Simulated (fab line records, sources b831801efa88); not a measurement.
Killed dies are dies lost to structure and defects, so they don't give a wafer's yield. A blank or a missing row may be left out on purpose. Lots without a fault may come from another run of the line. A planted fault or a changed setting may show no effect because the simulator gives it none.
A struck lot beside a sound one | flow sky130 | 14 steps out of a route of 708
Sound: wafers L203.1, L203.3, L203.6. Struck: wafers L204.2, L204.3, L204.6. The cause comes at the end.
At each step with rows: each side's tool, then ch and its chambers, then its first start. Under that, the readings that differ: sound wafers | struck wafers | difference of the means | sigmas: that difference in standard deviations of wafers without a fault.
alike: readings whose means differ by less than 2 such deviations, and words and numbers that are the same on both sides. not compared: withheld readings, readings that some wafer has no value for, bounds like >300 that may hide the same value, and numbers for which the record gives no deviation and whose values overlap.
The two part at a step that has a row with sigmas, a row that says differs or no value, or rows on one side only. Numbers that don't overlap but have no deviation are shown without sigmas and don't part them. A reading that every wafer of one side lacks parts them only if that side has two wafers or more.

first, 4 steps without rows for these wafers: SKY_METAL2_STRIP_21 (strips in post etch residue remover, time 1200 s); SKY_METAL2_CLEAN_22 (cleans in IPA, time 180 s); SKY_METAL2_CLEAN_23 (cleans in O3/DIW); SKY_VIA2_HDPCVD_00 (deposits SiO2, target thk 1180 nm, time 196.7 s).
SKY_VIA2_THK_MEAS_01:
  sound on film_metro-03, day 38 11:07; struck on film_metro-01, day 38 14:34
  alike: VIA2_HDPCVD_THK
SKY_VIA2_CMP_02: polishes SiO2.
  sound on cmp-02 ch 0,1,2, day 38 11:14; struck on cmp-01 ch 2,3, day 38 14:37
  alike: motor_current_A
SKY_VIA2_BOW_MEAS_03:
  sound on film_metro-03, day 38 11:29; struck on film_metro-04, day 38 14:56
  alike: VIA2_BOW
then, 5 steps without rows for these wafers: SKY_VIA2_DEHYDRATE_04 (time 60 s); SKY_VIA2_HMDS_05 (prime time 60 s); SKY_VIA2_COAT_06 (resist thk 60 nm); SKY_VIA2_COAT_07 (resist thk 450 nm); SKY_VIA2_SOFTBAKE_08 (time 90 s).
SKY_VIA2_EXPOSE_09: exposes mask VIM2, target cd 200 nm.
  sound on krf_scanner-02 ch 0, day 39 00:06; struck on krf_scanner-02, day 39 03:55
  no value came back on the struck wafers for exposure_dose_mJ_cm2, focus_offset_nm (nm), reticle_temp_C (C); on the sound wafers exposure_dose_mJ_cm2 reads 38.03 37.95 38.03
  alike: mask
then, 1 step without rows for these wafers: SKY_VIA2_PEB_10.

WHERE THEY PART
Only at SKY_VIA2_EXPOSE_09, within this record.

WHY: what the simulator had put in
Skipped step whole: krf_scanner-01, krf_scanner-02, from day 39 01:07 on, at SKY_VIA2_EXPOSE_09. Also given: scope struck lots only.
